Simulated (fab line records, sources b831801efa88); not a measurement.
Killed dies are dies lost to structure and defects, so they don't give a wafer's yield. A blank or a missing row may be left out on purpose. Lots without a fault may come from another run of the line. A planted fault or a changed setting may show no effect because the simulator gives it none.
Which tool did it? | flow gf180mcu | 12 lots, 36 wafers sampled, at 3 steps of a route of 602

WHAT THE GAUGES READ, wafer by wafer
GF_CONTACT_RS_MEAS_25: measures by four-point-probe.
lot  | measured     | on            | CONTACT_W_RS (ohm/sq)
L748 | day 16 04:49 | film_metro-02 | 0.384 0.386 0.378
L751 | day 17 05:43 | film_metro-01 | 0.383 0.378 0.382
L752 | day 17 17:35 | film_metro-01 | 0.376 0.381 0.380
L753 | day 18 03:43 | film_metro-02 | 0.378 0.376 0.378
L754 | day 18 09:22 | film_metro-01 | 0.386 0.390 0.379
L765 | day 22 12:26 | film_metro-04 | 0.383 0.376 0.377
L766 | day 23 02:36 | film_metro-02 | 0.379 0.378 0.379
L767 | day 23 06:41 | film_metro-02 | 0.381 0.382 0.377
L768 | day 23 13:08 | film_metro-04 | 0.376 0.379 0.381
L769 | day 23 18:52 | film_metro-01 | 0.381 0.378 0.381
L770 | day 24 04:22 | film_metro-02 | 0.383 0.382 0.383
L771 | day 24 15:07 | film_metro-04 | 0.381 0.374 0.382

GF_M1_THK_MEAS_06: measures by xrf.
lot  | measured     | on            | M1_ALCU_THK (nm)
L748 | day 16 05:38 | film_metro-03 | 448 452 449
L751 | day 17 06:32 | film_metro-03 | 447 455 450
L752 | day 17 18:23 | film_metro-03 | 449 456 448
L753 | day 18 04:32 | film_metro-04 | 457 458 449
L754 | day 18 10:12 | film_metro-01 | 440 437 443
L765 | day 22 13:15 | film_metro-04 | 444 448 448
L766 | day 23 03:26 | film_metro-04 | 455 444 453
L767 | day 23 07:30 | film_metro-03 | 454 453 463
L768 | day 23 13:56 | film_metro-01 | 433 450 430
L769 | day 23 19:41 | film_metro-01 | 445 448 447
L770 | day 24 05:11 | film_metro-03 | 447 454 449
L771 | day 24 15:56 | film_metro-01 | 446 444 448

GF_V1_THK_MEAS_01.
lot  | measured     | on            | V1_CVD_00_THK (nm)
L748 | day 17 04:56 | film_metro-04 | 609 603 602
L751 | day 18 06:47 | film_metro-03 | 592 601 598
L752 | day 18 18:42 | film_metro-02 | 594 602 601
L753 | day 19 05:03 | film_metro-02 | 589 607 600
L754 | day 19 11:30 | film_metro-02 | 605 605 598
L765 | day 23 13:59 | film_metro-03 | 602 600 597
L766 | day 24 02:56 | film_metro-04 | 603 596 597
L767 | day 24 07:02 | film_metro-03 | 601 597 606
L768 | day 24 13:11 | film_metro-03 | 600 598 605
L769 | day 24 18:41 | film_metro-03 | 599 607 603
L770 | day 25 04:02 | film_metro-02 | 591 601 600
L771 | day 25 15:05 | film_metro-03 | 601 608 606

WHICH TOOL RAN EACH LOT (tool, then ch and the chambers of the sampled wafers, then the start)
The record holds no process step before these readings.

WHAT THE TOOLS THEMSELVES READ (means of the sampled wafers that have a number; where no wafer has one, the mark that the record gives instead)
The record holds no such reading with a usual standard deviation.

THE ANSWER, worked out from the rows above alone
Rule: what is usual is taken from the lots themselves. Put in order of their means at a reading, lots are off if they are a third of the lots or fewer, leave a main group of 4 or more, and stand apart from it by a gap of 3 or more times the standard deviation of the main group's means; of several such gaps the widest counts. A main group whose means are all the same, to the digits that the tables above print for the reading, isn't used. A lot without any number at a reading at which 4 lots or more have one is off too. The other lots that the step has rows for count as sound. The gauges are gone through in route order, then the tools' own readings, and for those a lot's mean is taken as printed above. The first step at which some lot is off is used, and at that step the reading that is off furthest; a lot without a number counts as furthest.
No lot is off at any reading shown: from this, nothing can be told.

WHAT THE SIMULATOR HAD PUT IN
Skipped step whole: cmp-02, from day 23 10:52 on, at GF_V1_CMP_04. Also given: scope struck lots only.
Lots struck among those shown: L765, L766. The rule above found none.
